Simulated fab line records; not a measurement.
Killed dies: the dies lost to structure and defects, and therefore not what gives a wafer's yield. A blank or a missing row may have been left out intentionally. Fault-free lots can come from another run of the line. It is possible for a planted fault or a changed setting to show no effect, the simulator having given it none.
A single fault, viewed from 2 desks	flow gf180mcu	each desk holds nothing but its own numbers, with what lay behind them at the end

TOOL OWNER'S DESK, lpcvd-01
The tool's own readings at GF_STI_CVD_03 (deposits Si3N4 from DCS/NH3, target thk 207.16 nm, time 3551 s): means of the sampled wafers that have a number, for each lot that ran on this tool. If a lot's mean is further than 4 standard deviations from the usual mean, the lot is out of limits and carries the mark OUT (the distance appears in the brackets).
Columns: A = spike tc bottom C at GF_STI_CVD_03, usual 790.8 C; B = spike tc centre C at GF_STI_CVD_03, usual 771.3 C; C = spike tc lower C at GF_STI_CVD_03, usual 770.6 C; D = spike tc top C at GF_STI_CVD_03, usual 784 C; E = spike tc upper C at GF_STI_CVD_03, usual 770.2 C; F = susceptor temp C at GF_STI_CVD_03, usual 770.0 C
lot	first seen here	A	B	C	D	E	F
L424	day 2 01:46	792.0	772.1	770.3	784	771.5	770.3
L428	day 2 17:34	791.7	772.5	769.4	785	771.3	769.8
L433	day 3 19:43	792.5	773.6	769.1	784	769.9	770.1
L434	day 4 04:13	793.6	769.2	771.7	777	770.2	770.4
L444	day 6 02:18	780.7 (-4.4) OUT	754.9 (-9.7) OUT	758.6 (-10) OUT	765 (-6.0) OUT	755.8 (-12) OUT	756.6 (-39) OUT
Finding of this desk: L444 out of limits; the first was L444 at day 6 02:18, on spike tc bottom C at GF_STI_CVD_03. L424, L428, L433, L434 stayed within limits.

AT THE METROLOGY DESK
Lot by lot, what the gauges showed, no matter which tool ran the lot: averages of those sampled wafers that carry a number. If a lot's mean is further than 4 standard deviations from the usual mean, the lot is out of limits and carries the mark OUT (the distance appears in the brackets).
Columns: A = STI_CVD_03_THK at GF_STI_THK_MEAS_04, usual 208.6 nm; B = V2_OVL at GF_V2_OVL_MEAS_15, usual 1 nm; C = cd nm at GF_V3_CD_MEAS_14, usual 259.8 nm
lot	first seen here	A	B	C
L423	day 1 19:39	209.5	-1	260.4
L422	day 1 19:40	208.8	-2	260.1
L424	day 2 03:47	208.5	6	260.0
L425	day 2 09:34	209.7	0	260.6
L428	day 2 19:34	206.7	-7	260.4
L431	day 3 12:23	208.2	-3	259.7
L433	day 3 21:43	208.6	7	257.9
L434	day 4 06:12	210.9	1	259.3
L437	day 4 16:34	208.5	4	258.3
L444	day 6 04:17	159.0 (-28) OUT	-1	259.1
L445	day 6 08:34	208.6	-4	261.4
This desk reports L444 out of limits; the earliest was L444 at day 6 04:17 (STI_CVD_03_THK at GF_STI_THK_MEAS_04). L423, L422, L424, L425, L428, L431, L433, L434, L437, L445 stayed within limits.

TAKEN TOGETHER
On L444, at day 6 02:18, an alarm was possible from the tool owner's desk.
L444 would have let the metrology desk raise an alarm at day 6 04:17.
GF_STI_CVD_03 was run on lpcvd-01 by each of the lots named.

WHAT HAD BEEN PUT IN BY THE SIMULATOR
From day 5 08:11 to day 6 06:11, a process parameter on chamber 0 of lpcvd-01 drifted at GF_STI_CVD_03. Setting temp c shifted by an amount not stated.
Lots struck among those shown: L444.
Fault start to first reading out of limits, in hours, per desk: tool owner, 18; metrology, 20.
